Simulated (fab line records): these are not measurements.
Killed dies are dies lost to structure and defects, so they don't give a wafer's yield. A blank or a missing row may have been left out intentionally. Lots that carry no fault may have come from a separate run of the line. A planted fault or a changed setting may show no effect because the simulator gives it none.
What tool caused it? :: flow gf180mcu :: 39 wafers from 13 lots sampled at 3 of the route's 602 steps

## WHAT THE GAUGES SHOWED, per wafer
GF_POLY_GATE_CD_MEAS_10: target cd 280 nm. Usual: cd nm reads 280.1 nm (standard deviation 1.1).
lot: L220
measured: day 9 08:58
on: cd sem-01
cd nm (nm): 278.9 279.3 279.3
flag: 

lot: L222
measured: day 9 18:08
on: cd sem-01
cd nm (nm): 280.7 280.7 281.0
flag: 

lot: L223
measured: day 10 05:25
on: cd sem-02
cd nm (nm): 279.4 279.4 279.6
flag: 

lot: L228
measured: day 11 13:10
on: cd sem-02
cd nm (nm): 279.7 278.5 279.2
flag: 

lot: L235
measured: day 13 14:17
on: cd sem-02
cd nm (nm): 280.9 282.2 281.4
flag: 

lot: L236
measured: day 13 22:32
on: cd sem-02
cd nm (nm): 279.9 279.9 279.2
flag: 

lot: L237
measured: day 14 01:34
on: cd sem-01
cd nm (nm): 278.7 279.3 279.7
flag: 

lot: L238
measured: day 14 13:14
on: cd sem-02
cd nm (nm): 279.4 280.5 280.0
flag: 

lot: L239
measured: day 14 19:59
on: cd sem-01
cd nm (nm): 277.6 278.5 278.0
flag: 

lot: L240
measured: day 15 02:13
on: cd sem-02
cd nm (nm): 280.8 281.8 281.3
flag: 

lot: L241
measured: day 15 10:47
on: cd sem-02
cd nm (nm): 282.3 281.6 282.0
flag: 

lot: L242
measured: day 15 16:03
on: cd sem-02
cd nm (nm): 278.6 279.1 278.0
flag: 

lot: L243
measured: day 16 00:16
on: cd sem-01
cd nm (nm): 280.7 281.2 281.3
flag: 

GF_HV_LDD_CD_MEAS_46: target cd 400 nm. Usual: cd nm reads 400.1 nm (standard deviation 2.9).
lot: L220
measured: day 12 15:20
on: cd sem-02
cd nm (nm): 400.7 399.3 399.8
flag: 

lot: L222
measured: day 12 23:40
on: cd sem-01
cd nm (nm): 400.7 400.7 400.7
flag: 

lot: L223
measured: day 13 11:59
on: cd sem-01
cd nm (nm): 396.4 396.5 398.7
flag: 

lot: L228
measured: day 14 22:25
on: cd sem-01
cd nm (nm): 399.1 398.5 399.2
flag: 

lot: L235
measured: day 17 08:37
on: cd sem-02
cd nm (nm): 402.6 403.6 404.1
flag: 

lot: L236
measured: day 17 17:16
on: cd sem-02
cd nm (nm): 400.0 400.5 401.8
flag: 

lot: L237
measured: day 17 20:14
on: cd sem-01
cd nm (nm): 403.1 400.6 403.4
flag: 

lot: L238
measured: day 18 08:49
on: cd sem-02
cd nm (nm): 397.1 397.6 399.6
flag: 

lot: L239
measured: day 18 18:26
on: cd sem-02
cd nm (nm): 399.6 398.9 399.4
flag: 

lot: L240
measured: day 18 23:52
on: cd sem-02
cd nm (nm): 398.4 401.9 399.6
flag: 

lot: L241
measured: day 19 11:25
on: cd sem-02
cd nm (nm): 398.5 397.4 398.2
flag: 

lot: L242
measured: day 19 17:35
on: cd sem-02
cd nm (nm): 394.0 393.2 396.2
flag: 

lot: L243
measured: day 20 02:24
on: cd sem-02
cd nm (nm): 398.2 397.4 397.2
flag: 

## TOOL THAT RAN EACH LOT (tool first, then ch and the chambers of the sampled wafers, then the start)
lot: L220
GF_VT_IMPLANT_RTA_45: rtp anneal-01 ch 0, day 7 13:23

lot: L222
GF_VT_IMPLANT_RTA_45: rtp anneal-01 ch 0, day 7 23:53

lot: L223
GF_VT_IMPLANT_RTA_45: rtp anneal-01 ch 0, day 8 09:11

lot: L228
GF_VT_IMPLANT_RTA_45: rtp anneal-02 ch 0, day 9 19:20

lot: L235
GF_VT_IMPLANT_RTA_45: rtp anneal-02 ch 0, day 11 18:08

lot: L236
GF_VT_IMPLANT_RTA_45: rtp anneal-02 ch 0, day 12 00:40

lot: L237
GF_VT_IMPLANT_RTA_45: rtp anneal-01 ch 0, day 12 05:00

lot: L238
GF_VT_IMPLANT_RTA_45: rtp anneal-01 ch 0, day 12 14:43

lot: L239
GF_VT_IMPLANT_RTA_45: rtp anneal-01 ch 0, day 12 21:16

lot: L240
GF_VT_IMPLANT_RTA_45: rtp anneal-01 ch 0, day 13 02:22

lot: L241
GF_VT_IMPLANT_RTA_45: rtp anneal-01 ch 0, day 13 11:04

lot: L242
GF_VT_IMPLANT_RTA_45: rtp anneal-01 ch 0, day 13 15:01

lot: L243
GF_VT_IMPLANT_RTA_45: rtp anneal-02 ch 0, day 14 00:02
- GF_VT_IMPLANT_RTA_45: time 30 s.

## WHAT THE TOOLS THEMSELVES READ (means of the sampled wafers that have a number; where no wafer has one, the mark that the record gives instead)
GF_VT_IMPLANT_RTA_45. Usual: lamp power pct 33.2 %, standard deviation 2.6; wafer_temp_C_max 1053.7, standard deviation 0.75.
lot: L220
tool: rtp anneal-01
lamp power pct (%): 35.0
wafer_temp_C_max: 1054.3
flag: 

lot: L222
tool: rtp anneal-01
lamp power pct (%): 35.0
wafer_temp_C_max: 1053.6
flag: 

lot: L223
tool: rtp anneal-01
lamp power pct (%): 35.0
wafer_temp_C_max: 1054.3
flag: 

lot: L228
tool: rtp anneal-02
lamp power pct (%): 29.5
wafer_temp_C_max: 1053.3
flag: 

lot: L235
tool: rtp anneal-02
lamp power pct (%): 29.5
wafer_temp_C_max: 1053.8
flag: 

lot: L236
tool: rtp anneal-02
lamp power pct (%): 29.5
wafer_temp_C_max: 1053.9
flag: 

lot: L237
tool: rtp anneal-01
lamp power pct (%): 35.0
wafer_temp_C_max: 1053.9
flag: 

lot: L238
tool: rtp anneal-01
lamp power pct (%): 35.0
wafer_temp_C_max: 1053.6
flag: 

lot: L239
tool: rtp anneal-01
lamp power pct (%): 35.0
wafer_temp_C_max: 1054.0
flag: 

lot: L240
tool: rtp anneal-01
lamp power pct (%): 35.0
wafer_temp_C_max: 1054.6
flag: 

lot: L241
tool: rtp anneal-01
lamp power pct (%): 34.9
wafer_temp_C_max: 1053.5
flag: 

lot: L242
tool: rtp anneal-01
lamp power pct (%): 35.0
wafer_temp_C_max: 1054.3
flag: 

lot: L243
tool: rtp anneal-02
lamp power pct (%): 29.5
wafer_temp_C_max: 1053.9
flag: 

## THE ANSWER, worked out from the rows above alone
Rule: lot off if the mean of its wafers having a number is beyond 3 standard deviations from the usual mean. Also off: a lot with no number at a reading for which 4 or more lots have one. All remaining lots with rows at the step are treated as sound. After the gauges, taken in route order, come the tools' own readings; for these a lot's mean is taken, as printed above. At the first step where some lot is off, the reading lying furthest off is the one used; lots without a number count as furthest.
None of the lots is off at any reading shown; this tells nothing.

## WHAT THE SIMULATOR HAD INSERTED
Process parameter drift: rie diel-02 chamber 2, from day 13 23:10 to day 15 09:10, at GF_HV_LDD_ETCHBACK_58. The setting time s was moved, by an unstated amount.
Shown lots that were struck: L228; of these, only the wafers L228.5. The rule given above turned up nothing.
